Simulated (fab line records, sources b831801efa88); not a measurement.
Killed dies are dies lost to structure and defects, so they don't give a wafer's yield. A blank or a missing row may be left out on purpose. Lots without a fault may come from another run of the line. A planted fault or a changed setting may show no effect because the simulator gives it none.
Tool commonality check | flow gf180mcu | 14 lots, 42 wafers sampled

WHY IT WAS OPENED
At GF_MVPSD_TW_MEAS_11 the reading MVPSD_TW is flagged on 2 of 14 lots. Wafers without a fault read 554, standard deviation 6.5.
Rule: a lot is flagged when every wafer of it that has a number lies more than 4 standard deviations from that mean, or none has a number. The other lots count as sound.

lot  | measured     | on            | MVPSD_TW, wafer by wafer | flag
L474 | day 5 03:50  | film_metro-03 | 561 557 559              |
L475 | day 5 11:06  | film_metro-03 | 560 560 562              |
L476 | day 5 17:16  | film_metro-01 | 553 556 556              |
L480 | day 6 21:53  | film_metro-01 | 30 30 30                 | FLAGGED
L481 | day 6 22:23  | film_metro-04 | 29 29 29                 | FLAGGED
L482 | day 7 05:26  | film_metro-01 | 556 556 556              |
L484 | day 8 03:50  | film_metro-04 | 545 544 547              |
L485 | day 8 11:38  | film_metro-04 | 551 547 547              |
L486 | day 8 12:27  | film_metro-04 | 546 548 545              |
L487 | day 8 18:56  | film_metro-01 | 560 559 555              |
L490 | day 9 14:49  | film_metro-04 | 542 545 545              |
L491 | day 9 16:08  | film_metro-03 | 556 555 555              |
L492 | day 9 18:00  | film_metro-01 | 563 560 559              |
L493 | day 10 00:35 | film_metro-01 | 555 557 559              |
The numbers of the flagged lots are 30 on average: -524 against the usual, or -81 standard deviations.

WHICH TOOL RAN EACH LOT
The record holds 3 process steps before the reading, out of a route of 602 steps. In each cell: the tool, then ch and the chambers that the sampled wafers went through, then the start.
lot  | flag    | GF_STI_CMP_25                | GF_MVSD_STRIP_10                    | GF_MVPSD_STRIP_10
L474 |         | cmp-01 ch 0,2, day 2 08:16   | plasma_asher-02 ch 0,1, day 4 14:00 | plasma_asher-01 ch 0,1, day 5 03:44
L475 |         | cmp-02 ch 0,2,3, day 2 15:01 | plasma_asher-02 ch 1, day 4 21:15   | plasma_asher-01 ch 1, day 5 11:00
L476 |         | cmp-01 ch 1,2, day 2 20:14   | plasma_asher-03 ch 0,1, day 5 03:26 | plasma_asher-04 ch 0,1, day 5 17:11
L480 | FLAGGED | cmp-02 ch 0,1,2, day 3 16:52 | plasma_asher-02 ch 0,1, day 6 05:11 | plasma_asher-01 ch 1, day 6 21:47
L481 | FLAGGED | cmp-01 ch 2,3, day 3 20:25   | plasma_asher-01 ch 0,1, day 6 06:29 | plasma_asher-04 ch 0,1, day 6 22:17
L482 |         | cmp-01 ch 0,3, day 4 00:52   | plasma_asher-02 ch 0,1, day 6 12:59 | plasma_asher-01 ch 0,1, day 7 05:20
L484 |         | cmp-02 ch 0,1,3, day 4 15:59 | plasma_asher-02 ch 0,1, day 7 11:30 | plasma_asher-02 ch 0,1, day 8 03:44
L485 |         | cmp-02 ch 1,2, day 4 21:34   | plasma_asher-01 ch 0,1, day 7 19:56 | plasma_asher-02 ch 0,1, day 8 11:32
L486 |         | cmp-01 ch 0,1,3, day 5 02:52 | plasma_asher-02 ch 0,1, day 7 20:38 | plasma_asher-04 ch 0,1, day 8 12:22
L487 |         | cmp-02 ch 2,3, day 5 09:35   | plasma_asher-01 ch 0,1, day 8 02:47 | plasma_asher-02 ch 1, day 8 18:50
L490 |         | cmp-01 ch 1,2,3, day 6 01:19 | plasma_asher-02 ch 0,1, day 8 22:32 | plasma_asher-01 ch 0,1, day 9 14:44
L491 |         | cmp-02 ch 1,2, day 6 01:04   | plasma_asher-03 ch 0, day 8 23:02   | plasma_asher-04 ch 0,1, day 9 16:02
L492 |         | cmp-01 ch 1,2,3, day 6 06:14 | plasma_asher-02 ch 0,1, day 9 00:53 | plasma_asher-01 ch 0,1, day 9 17:55
L493 |         | cmp-01 ch 0,1,2, day 6 10:22 | plasma_asher-02 ch 0,1, day 9 06:59 | plasma_asher-01 ch 0,1, day 10 00:29
What these steps do:
- GF_STI_CMP_25: polishes, stops on Si3N4, t overpolish 33 s, target thk 524.6 nm.
- GF_MVSD_STRIP_10: strips in O2/N2.
- GF_MVPSD_STRIP_10: strips in O2/N2.
- GF_MVPSD_TW_MEAS_11

FLAGGED OVER TOTAL, TOOL BY TOOL (the gauges that took the reading come last)
step                | tool            | lots run | flagged | share of the flagged lots | sound lots run after its first flagged lot
GF_STI_CMP_25       | cmp-01          | 8        | 1       | some                      | 5 (L482,L486,L490,L492,L493)
GF_STI_CMP_25       | cmp-02          | 6        | 1       | some                      | 4 (L484,L485,L487,L491)
GF_MVSD_STRIP_10    | plasma_asher-01 | 3        | 1       | some                      | 2 (L485,L487)
GF_MVSD_STRIP_10    | plasma_asher-02 | 9        | 1       | some                      | 6 (L482,L484,L486,L490,L492,L493)
GF_MVSD_STRIP_10    | plasma_asher-03 | 2        | 0       | none                      | -
GF_MVPSD_STRIP_10   | plasma_asher-01 | 7        | 1       | some                      | 4 (L482,L490,L492,L493)
GF_MVPSD_STRIP_10   | plasma_asher-02 | 3        | 0       | none                      | -
GF_MVPSD_STRIP_10   | plasma_asher-04 | 4        | 1       | some                      | 2 (L486,L491)
GF_MVPSD_TW_MEAS_11 | film_metro-01   | 6        | 1       | some                      | 4 (L482,L487,L492,L493)
GF_MVPSD_TW_MEAS_11 | film_metro-03   | 3        | 0       | none                      | -
GF_MVPSD_TW_MEAS_11 | film_metro-04   | 5        | 1       | some                      | 4 (L484,L485,L486,L490)

WHAT THE TABLE ALLOWS
No row of the table ran every flagged lot.

WHAT THE SIMULATOR HAD PUT IN
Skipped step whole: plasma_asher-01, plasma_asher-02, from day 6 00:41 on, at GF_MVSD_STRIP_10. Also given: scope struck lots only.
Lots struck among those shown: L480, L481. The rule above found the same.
